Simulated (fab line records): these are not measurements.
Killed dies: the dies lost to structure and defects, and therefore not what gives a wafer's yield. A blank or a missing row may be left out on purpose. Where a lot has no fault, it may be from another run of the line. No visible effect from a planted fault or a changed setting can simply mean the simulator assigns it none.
Which tool was responsible? -- flow gf180mcu -- 13 lots with 39 wafers sampled at 5 steps, on a route of 602 steps

== WHAT EACH GAUGE READ, for each wafer ==
Not one reading of a measure or inspect step in the record can be checked against a usual standard deviation.

== WHICH TOOL RAN EACH LOT (tool, then ch and the chambers of the sampled wafers, then the start) ==
lot,GF_SAB_ETCH_11,GF_CONTACT_COAT_09,GF_CONTACT_STRIP_18,GF_CONTACT_SPUTTER_22,GF_CONTACT_SPUTTER_23
L992,"rieDiel-03 ch 0,2,3, day 15 01:13","lithoTrack-02 ch 0, day 15 13:00","plasmaAsher-02 ch 0,1, day 16 00:37","pvdSputter-01, day 16 00:55","pvdSputter-01, day 16 00:59"
L994,"rieDiel-04 ch 0,1,3, day 15 23:08","lithoTrack-02 ch 0, day 16 11:00","plasmaAsher-01 ch 0, day 16 23:24","pvdSputter-02, day 16 23:42","pvdSputter-02, day 16 23:46"
L995,"rieDiel-04 ch 1,2, day 16 03:42","lithoTrack-02 ch 0, day 16 16:00","plasmaAsher-01 ch 0,1, day 17 03:04","pvdSputter-04, day 17 03:22","pvdSputter-04, day 17 03:26"
L999,"rieDiel-04 ch 1,2,3, day 17 19:30","lithoTrack-04 ch 0, day 18 08:00","plasmaAsher-02 ch 0,1, day 18 21:23","pvdSputter-01, day 18 21:40","pvdSputter-01, day 18 21:43"
L100,"rieDiel-03 ch 0,2,3, day 18 00:51","lithoTrack-03 ch 0, day 18 14:00","plasmaAsher-01 ch 0,1, day 19 02:36","pvdSputter-02, day 19 02:55","pvdSputter-02, day 19 02:59"
L101,"rieDiel-03 ch 0,2, day 18 12:56","lithoTrack-04 ch 0, day 19 02:00","plasmaAsher-01 ch 0,1, day 19 14:33","pvdSputter-01, day 19 14:49","pvdSputter-01, day 19 14:52"
L108,"rieDiel-02 ch 0,2,3, day 20 22:49","lithoTrack-03 ch 0, day 21 11:00","plasmaAsher-03 ch 0,1, day 22 00:25","pvdSputter-02, day 22 00:43","pvdSputter-02, day 22 00:47"
L109,"rieDiel-03 ch 1,2,3, day 21 04:28","lithoTrack-02 ch 0, day 21 17:00","plasmaAsher-02 ch 0, day 22 06:25","pvdSputter-01, day 22 06:44","pvdSputter-01, day 22 06:47"
L110,"rieDiel-02 ch 0,1,3, day 21 14:44","lithoTrack-04 ch 0, day 22 03:00","plasmaAsher-02 ch 0,1, day 22 15:22","pvdSputter-01, day 22 15:40","pvdSputter-01, day 22 15:44"
L111,"rieDiel-03 ch 0,1,2, day 21 22:21","lithoTrack-04 ch 0, day 22 11:00","plasmaAsher-03 ch 1, day 22 23:27","pvdSputter-04, day 22 23:45","pvdSputter-04, day 22 23:49"
L112,"rieDiel-02 ch 2,3, day 22 09:40","lithoTrack-04 ch 0, day 22 23:00","plasmaAsher-03 ch 0,1, day 23 10:53","pvdSputter-02, day 23 11:10","pvdSputter-02, day 23 11:13"
L113,"rieDiel-02 ch 0,1,3, day 22 12:42","lithoTrack-04 ch 0, day 23 02:00","plasmaAsher-03 ch 0,1, day 23 13:39","pvdSputter-01, day 23 13:57","pvdSputter-01, day 23 14:01"
L114,"rieDiel-03 ch 1,2, day 22 16:04","lithoTrack-03 ch 0, day 23 05:00","plasmaAsher-01 ch 0,1, day 23 17:19","pvdSputter-02, day 23 17:37","pvdSputter-02, day 23 17:40"
- GF_SAB_ETCH_11: etches SiO2 in C4F8/O2/Ar, target depth 55 nm, time 8.5 s.
- GF_CONTACT_COAT_09: resist thk 1000 nm.
- GF_CONTACT_STRIP_18: strips in O2/N2.
- GF_CONTACT_SPUTTER_22: material Ti, target thk 15 nm, time 80.02 s.
- GF_CONTACT_SPUTTER_23: material TiN, target thk 10 nm, time 40 s.

== WHAT THE TOOLS THEMSELVES READ (means of the sampled wafers that have a number; where no wafer has one, the mark that the record gives instead) ==
GF_SAB_ETCH_11. Usual: 0.995 a.u. for oesProductAu, sd 0.011.
lot,tool,oesProductAu (a.u.),flag
L992,rieDiel-03,0.989,
L994,rieDiel-04,0.991,
L995,rieDiel-04,0.993,
L999,rieDiel-04,1.001,
L100,rieDiel-03,0.992,
L101,rieDiel-03,0.987,
L108,rieDiel-02,0.981,
L109,rieDiel-03,0.997,
L110,rieDiel-02,0.998,
L111,rieDiel-03,0.998,
L112,rieDiel-02,0.983,
L113,rieDiel-02,1.010,
L114,rieDiel-03,1.001,

GF_CONTACT_STRIP_18. Usual: drypumpMotorCurrentA 5.9 A, standard deviation 0.57; heaterPowerW 348 W, standard deviation 25; oesProductAu 0.579 a.u., standard deviation 0.0047.
lot,tool,drypumpMotorCurrentA (A),heaterPowerW (W),oesProductAu (a.u.),flag
L992,plasmaAsher-02,6.4,335,0.579,
L994,plasmaAsher-01,5.3,312,0.583,
L995,plasmaAsher-01,5.6,352,0.573,
L999,plasmaAsher-02,6.5,335,0.566,
L100,plasmaAsher-01,5.5,338,0.579,
L101,plasmaAsher-01,5.6,357,0.565,
L108,plasmaAsher-03,5.7,366,0.579,
L109,plasmaAsher-02,6.9,344,0.576,
L110,plasmaAsher-02,6.4,334,0.581,
L111,plasmaAsher-03,5.4,355,0.577,
L112,plasmaAsher-03,5.7,362,0.573,
L113,plasmaAsher-03,5.6,363,0.578,
L114,plasmaAsher-01,5.5,332,0.581,

GF_CONTACT_SPUTTER_22. Usual: 30.4 % for throttleValvePct, sd 0.84.
lot,tool,throttleValvePct (%),flag
L992,pvdSputter-01,30.9,
L994,pvdSputter-02,30.8,
L995,pvdSputter-04,30.0,
L999,pvdSputter-01,30.9,
L100,pvdSputter-02,30.8,
L101,pvdSputter-01,29.7,
L108,pvdSputter-02,30.8,
L109,pvdSputter-01,30.9,
L110,pvdSputter-01,30.3,
L111,pvdSputter-04,29.8,
L112,pvdSputter-02,31.1,
L113,pvdSputter-01,30.5,
L114,pvdSputter-02,30.7,

GF_CONTACT_SPUTTER_23. Usual: 30.4 % for throttleValvePct, sd 0.83.
lot,tool,throttleValvePct (%),flag
L992,pvdSputter-01,30.9,
L994,pvdSputter-02,30.6,
L995,pvdSputter-04,29.8,
L999,pvdSputter-01,30.9,
L100,pvdSputter-02,30.9,
L101,pvdSputter-01,29.6,
L108,pvdSputter-02,30.9,
L109,pvdSputter-01,30.8,
L110,pvdSputter-01,30.2,
L111,pvdSputter-04,29.9,
L112,pvdSputter-02,31.1,
L113,pvdSputter-01,30.8,
L114,pvdSputter-02,30.8,

== THE ANSWER, worked out from the rows above alone ==
Rule: a lot counts as off when the mean over its wafers that have a number is more than 3 standard deviations away from the usual mean. Also off: a lot with no number at a reading for which 4 or more lots have one. The other lots that the step has rows for count as sound. Order of review: gauges by route order, followed by the tools' own readings, for which a lot's mean as printed above is used. The first step at which some lot is off is used, and at that step the reading that is off furthest; a lot without a number counts as furthest.
Across all readings shown, no lot is off: no conclusion can be drawn from this.

== WHAT THE SIMULATOR PUT IN ==
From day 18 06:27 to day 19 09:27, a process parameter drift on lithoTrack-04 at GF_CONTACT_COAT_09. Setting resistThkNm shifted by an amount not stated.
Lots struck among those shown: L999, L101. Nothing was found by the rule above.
